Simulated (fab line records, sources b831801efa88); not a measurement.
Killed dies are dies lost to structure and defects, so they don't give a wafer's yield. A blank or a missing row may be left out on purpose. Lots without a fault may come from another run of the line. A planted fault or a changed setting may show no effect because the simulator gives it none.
Which tool did it? | flow sky130 | 24 lots, 72 wafers sampled, at 3 steps of a route of 708

WHAT THE GAUGES READ, wafer by wafer
SKY_CAP2M_THK_MEAS_04: measures by xrf. Usual: CAP2M_TIN_THK 199.7 nm, standard deviation 2.6.
lot  | measured     | on            | CAP2M_TIN_THK (nm) | flag
L074 | day 40 11:53 | film_metro-01 | 199.9 204.8 202.4  |
L075 | day 40 20:08 | film_metro-02 | 197.1 199.8 201.8  |
L077 | day 41 06:16 | film_metro-02 | 199.4 202.4 200.5  |
L076 | day 41 09:02 | film_metro-01 | 201.8 202.2 200.2  |
L078 | day 41 10:47 | film_metro-04 | 195.4 199.8 201.3  |
L079 | day 41 13:40 | film_metro-02 | 201.1 200.0 200.1  |
L080 | day 41 22:52 | film_metro-01 | 201.0 200.1 195.4  |
L081 | day 42 13:58 | film_metro-02 | 197.8 202.5 197.1  |
L082 | day 42 14:49 | film_metro-01 | 196.3 202.3 200.3  |
L083 | day 42 18:23 | film_metro-04 | 201.3 206.7 203.6  |
L084 | day 42 23:23 | film_metro-04 | 198.4 201.5 200.4  |
L085 | day 43 03:26 | film_metro-02 | 199.1 200.5 199.4  |
L086 | day 43 06:05 | film_metro-04 | 198.9 197.0 197.5  |
L088 | day 43 22:52 | film_metro-02 | 199.0 200.1 200.3  |
L087 | day 43 23:23 | film_metro-04 | 196.6 201.4 198.0  |
L089 | day 44 05:44 | film_metro-01 | 198.2 200.7 197.2  |
L091 | day 44 15:06 | film_metro-04 | 195.9 202.1 195.9  |
L092 | day 44 21:50 | film_metro-04 | 198.0 198.7 198.4  |
L090 | day 44 22:25 | film_metro-04 | 197.0 199.3 196.7  |
L093 | day 45 05:46 | film_metro-02 | 201.5 204.7 203.5  |
L094 | day 45 08:02 | film_metro-02 | 192.0 196.0 194.4  |
L095 | day 46 04:14 | film_metro-04 | 199.8 200.0 200.6  |
L096 | day 46 00:44 | film_metro-01 | 204.1 203.1 200.2  |
L097 | day 46 04:24 | film_metro-01 | 203.4 199.3 199.8  |

WHICH TOOL RAN EACH LOT (tool, then ch and the chambers of the sampled wafers, then the start)
lot  | SKY_VIA3_STRIP_16                    | SKY_CAP2M_SPUTTER_02
L074 | plasma_asher-03 ch 0,1, day 40 10:08 | pvd_sputter-03, day 40 11:38
L075 | plasma_asher-03 ch 0, day 40 18:24   | pvd_sputter-03, day 40 19:53
L077 | plasma_asher-04 ch 0,1, day 41 04:32 | pvd_sputter-01, day 41 06:02
L076 | plasma_asher-02 ch 0,1, day 41 06:59 | pvd_sputter-01, day 41 08:47
L078 | plasma_asher-02 ch 0,1, day 41 08:37 | pvd_sputter-03, day 41 10:32
L079 | plasma_asher-03 ch 1, day 41 11:49   | pvd_sputter-01, day 41 13:26
L080 | plasma_asher-03 ch 0,1, day 41 21:06 | pvd_sputter-03, day 41 22:38
L081 | plasma_asher-03 ch 0,1, day 42 00:42 | pvd_sputter-04, day 42 13:44
L082 | plasma_asher-03 ch 0,1, day 42 13:06 | pvd_sputter-03, day 42 14:35
L083 | plasma_asher-02 ch 0,1, day 42 16:39 | pvd_sputter-04, day 42 18:09
L084 | plasma_asher-04 ch 0,1, day 42 21:41 | pvd_sputter-03, day 42 23:08
L085 | plasma_asher-03 ch 0,1, day 43 01:43 | pvd_sputter-01, day 43 03:12
L086 | plasma_asher-04 ch 0, day 43 04:22   | pvd_sputter-04, day 43 05:51
L088 | plasma_asher-02 ch 0,1, day 43 21:08 | pvd_sputter-03, day 43 22:38
L087 | plasma_asher-02 ch 0,1, day 43 21:39 | pvd_sputter-03, day 43 23:08
L089 | plasma_asher-04 ch 0,1, day 44 03:56 | pvd_sputter-04, day 44 05:29
L091 | plasma_asher-02 ch 0,1, day 44 13:22 | pvd_sputter-03, day 44 14:51
L092 | plasma_asher-02 ch 0,1, day 44 19:43 | pvd_sputter-01, day 44 21:36
L090 | plasma_asher-04 ch 0,1, day 44 20:32 | pvd_sputter-03, day 44 22:10
L093 | plasma_asher-03 ch 0,1, day 45 03:55 | pvd_sputter-01, day 45 05:32
L094 | plasma_asher-03 ch 0,1, day 45 06:10 | pvd_sputter-03, day 45 07:47
L095 | plasma_asher-03 ch 0,1, day 45 21:08 | pvd_sputter-01, day 46 03:59
L096 | plasma_asher-02 ch 0,1, day 45 22:59 | pvd_sputter-04, day 46 00:29
L097 | plasma_asher-04 ch 0,1, day 46 02:35 | pvd_sputter-04, day 46 04:10
- SKY_VIA3_STRIP_16: strips in O2/N2.
- SKY_CAP2M_SPUTTER_02: material TiN, target thk 200 nm, time 166.7 s.

WHAT THE TOOLS THEMSELVES READ (means of the sampled wafers that have a number; where no wafer has one, the mark that the record gives instead)
SKY_VIA3_STRIP_16. Usual: drypump_motor_current_A 5.5 A, standard deviation 0.56; oes_product_au 0.402 a.u., standard deviation 0.0042; strip_time_to_endpoint_s 4.13 s, standard deviation 0.033.
lot  | tool            | drypump_motor_current_A (A) | oes_product_au (a.u.) | strip_time_to_endpoint_s (s) | flag
L074 | plasma_asher-03 | 5.4                         | 0.402                 | 4.06                         |
L075 | plasma_asher-03 | 4.9                         | 0.405                 | 4.12                         |
L077 | plasma_asher-04 | 5.9                         | 0.403                 | 4.14                         |
L076 | plasma_asher-02 | 5.2                         | 0.400                 | 4.13                         |
L078 | plasma_asher-02 | 5.2                         | 0.402                 | 4.11                         |
L079 | plasma_asher-03 | 6.3                         | 0.398                 | 4.11                         |
L080 | plasma_asher-03 | 5.8                         | 0.404                 | 4.12                         |
L081 | plasma_asher-03 | 5.4                         | 0.401                 | 4.13                         |
L082 | plasma_asher-03 | 5.4                         | 0.400                 | 4.13                         |
L083 | plasma_asher-02 | 5.2                         | 0.403                 | 4.12                         |
L084 | plasma_asher-04 | 5.8                         | 0.399                 | 4.15                         |
L085 | plasma_asher-03 | 5.4                         | 0.399                 | 4.13                         |
L086 | plasma_asher-04 | 5.7                         | 0.402                 | 4.11                         |
L088 | plasma_asher-02 | 5.1                         | 0.402                 | 4.16                         |
L087 | plasma_asher-02 | 5.3                         | 0.406                 | 4.10                         |
L089 | plasma_asher-04 | 5.9                         | 0.404                 | 4.12                         |
L091 | plasma_asher-02 | 5.2                         | 0.403                 | 4.11                         |
L092 | plasma_asher-02 | 5.2                         | 0.403                 | 4.11                         |
L090 | plasma_asher-04 | 5.9                         | 0.402                 | 4.15                         |
L093 | plasma_asher-03 | 5.8                         | 0.397                 | 4.13                         |
L094 | plasma_asher-03 | 5.4                         | 0.403                 | 4.10                         |
L095 | plasma_asher-03 | 5.8                         | 0.403                 | 4.15                         |
L096 | plasma_asher-02 | 5.2                         | 0.402                 | 4.16                         |
L097 | plasma_asher-04 | 5.9                         | 0.404                 | 4.15                         |

SKY_CAP2M_SPUTTER_02. Usual: throttle_valve_pct 30.1 %, standard deviation 0.73.
lot  | tool           | throttle_valve_pct (%) | flag
L074 | pvd_sputter-03 | 29.8                   |
L075 | pvd_sputter-03 | 29.9                   |
L077 | pvd_sputter-01 | 30.2                   |
L076 | pvd_sputter-01 | 29.8                   |
L078 | pvd_sputter-03 | 29.8                   |
L079 | pvd_sputter-01 | 30.8                   |
L080 | pvd_sputter-03 | 30.2                   |
L081 | pvd_sputter-04 | 30.3                   |
L082 | pvd_sputter-03 | 29.9                   |
L083 | pvd_sputter-04 | 30.1                   |
L084 | pvd_sputter-03 | 30.1                   |
L085 | pvd_sputter-01 | 30.1                   |
L086 | pvd_sputter-04 | 30.4                   |
L088 | pvd_sputter-03 | 30.5                   |
L087 | pvd_sputter-03 | 29.8                   |
L089 | pvd_sputter-04 | 30.0                   |
L091 | pvd_sputter-03 | 29.0                   |
L092 | pvd_sputter-01 | 29.6                   |
L090 | pvd_sputter-03 | 29.6                   |
L093 | pvd_sputter-01 | 30.0                   |
L094 | pvd_sputter-03 | 29.2                   |
L095 | pvd_sputter-01 | 29.7                   |
L096 | pvd_sputter-04 | 30.1                   |
L097 | pvd_sputter-04 | 30.1                   |

THE ANSWER, worked out from the rows above alone
Rule: a lot is off if the mean of its wafers that have a number lies more than 3 standard deviations from the usual mean. A lot without any number at a reading at which 4 lots or more have one is off too. The other lots that the step has rows for count as sound. The gauges are gone through in route order, then the tools' own readings, and for those a lot's mean is taken as printed above. The first step at which some lot is off is used, and at that step the reading that is off furthest; a lot without a number counts as furthest.
No lot is off at any reading shown: from this, nothing can be told.

WHAT THE SIMULATOR HAD PUT IN
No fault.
